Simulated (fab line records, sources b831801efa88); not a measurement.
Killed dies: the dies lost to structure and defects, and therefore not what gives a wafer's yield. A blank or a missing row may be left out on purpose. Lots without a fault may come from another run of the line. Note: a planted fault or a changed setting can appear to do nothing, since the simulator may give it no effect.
What tool caused it? / flow sky130 / 7 lots with 21 wafers sampled at 3 steps, on a route of 708 steps

## WHAT THE GAUGES SHOWED, per wafer
SKY_SD_P_CD_MEAS_07: the cd target is 380 nm.
lot=L850; measured=day 25 22:51; on=cd-sem-02; cd-nm (nm)=382.9 381.3 383.5
lot=L852; measured=day 26 10:43; on=cd-sem-01; cd-nm (nm)=380.6 380.1 381.2
lot=L859; measured=day 28 17:33; on=cd-sem-02; cd-nm (nm)=378.8 380.2 377.9
lot=L861; measured=day 29 16:25; on=cd-sem-02; cd-nm (nm)=445.5 447.1 446.5
lot=L868; measured=day 31 18:53; on=cd-sem-01; cd-nm (nm)=385.8 383.4 383.2
lot=L870; measured=day 32 13:06; on=cd-sem-02; cd-nm (nm)=380.5 381.2 377.5
lot=L872; measured=day 33 00:36; on=cd-sem-02; cd-nm (nm)=382.9 381.8 380.1

## WHAT TOOL EACH LOT RAN ON (gives the tool, then ch and the chambers of the sampled wafers, and finally the start)
lot=L850; SKY_POLY_CUT_ETCH_10=rie-diel-04 ch 1,2,3, day 24 17:15; SKY_SD_P_COAT_02=litho-track-01 ch 0, day 25 08:15
lot=L852; SKY_POLY_CUT_ETCH_10=rie-diel-01 ch 0,2,3, day 25 05:24; SKY_SD_P_COAT_02=litho-track-03 ch 0, day 25 20:01
lot=L859; SKY_POLY_CUT_ETCH_10=rie-diel-03 ch 0,3, day 27 12:59; SKY_SD_P_COAT_02=litho-track-01 ch 0, day 28 03:35
lot=L861; SKY_POLY_CUT_ETCH_10=rie-diel-01 ch 1,2,3, day 28 12:44; SKY_SD_P_COAT_02=litho-track-03 ch 0, day 29 01:59
lot=L868; SKY_POLY_CUT_ETCH_10=rie-diel-01 ch 0,2,3, day 30 15:39; SKY_SD_P_COAT_02=litho-track-01 ch 0, day 31 05:23
lot=L870; SKY_POLY_CUT_ETCH_10=rie-diel-03 ch 1,2,3, day 31 10:06; SKY_SD_P_COAT_02=litho-track-04 ch 0, day 31 23:30
lot=L872; SKY_POLY_CUT_ETCH_10=rie-diel-03 ch 1,2, day 31 22:18; SKY_SD_P_COAT_02=litho-track-01 ch 0, day 32 11:38
- SKY_POLY_CUT_ETCH_10: etches BARC in N2/H2, stops on SiO2, time 45.9 s, target depth 60 nm.
- SKY_SD_P_COAT_02: resist thk 1140 nm.

## THE ANSWER, worked out from the rows above alone
Rule: the usual values come from the lots themselves. Put in order of their means at a reading, lots are off if they are a third of the lots or fewer, leave a main group of 4 or more, and stand apart from it by a gap of 3 or more times the standard deviation of the main group's means; of several such gaps the widest counts. Not used: any main group whose means are identical at the precision the tables above print for the reading. Also off: a lot with no number at a reading for which 4 or more lots have one. The other lots that the step has rows for count as sound.
Off: L861, at SKY_SD_P_CD_MEAS_07 (cd-nm). The main group has a mean of 381.3 nm with a standard deviation of 1.7.
If a tool, at a process step before that reading, ran all the lots that are off and no sound lot after the first of them, it fits. Those tools and the gauges at SKY_SD_P_CD_MEAS_07 are tried in the same way. One fits: litho-track-03 at SKY_SD_P_COAT_02. Its last sound lot is L852 (day 25 20:01), its first lot that is off L861 (day 29 01:59): a fault that began between those two fits.

## WHAT THE SIMULATOR HAD INSERTED
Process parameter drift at SKY_SD_P_COAT_02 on litho-track-03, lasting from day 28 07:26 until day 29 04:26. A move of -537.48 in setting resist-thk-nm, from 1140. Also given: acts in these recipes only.
Shown lots that were struck: L861. The rule given above showed the same thing.
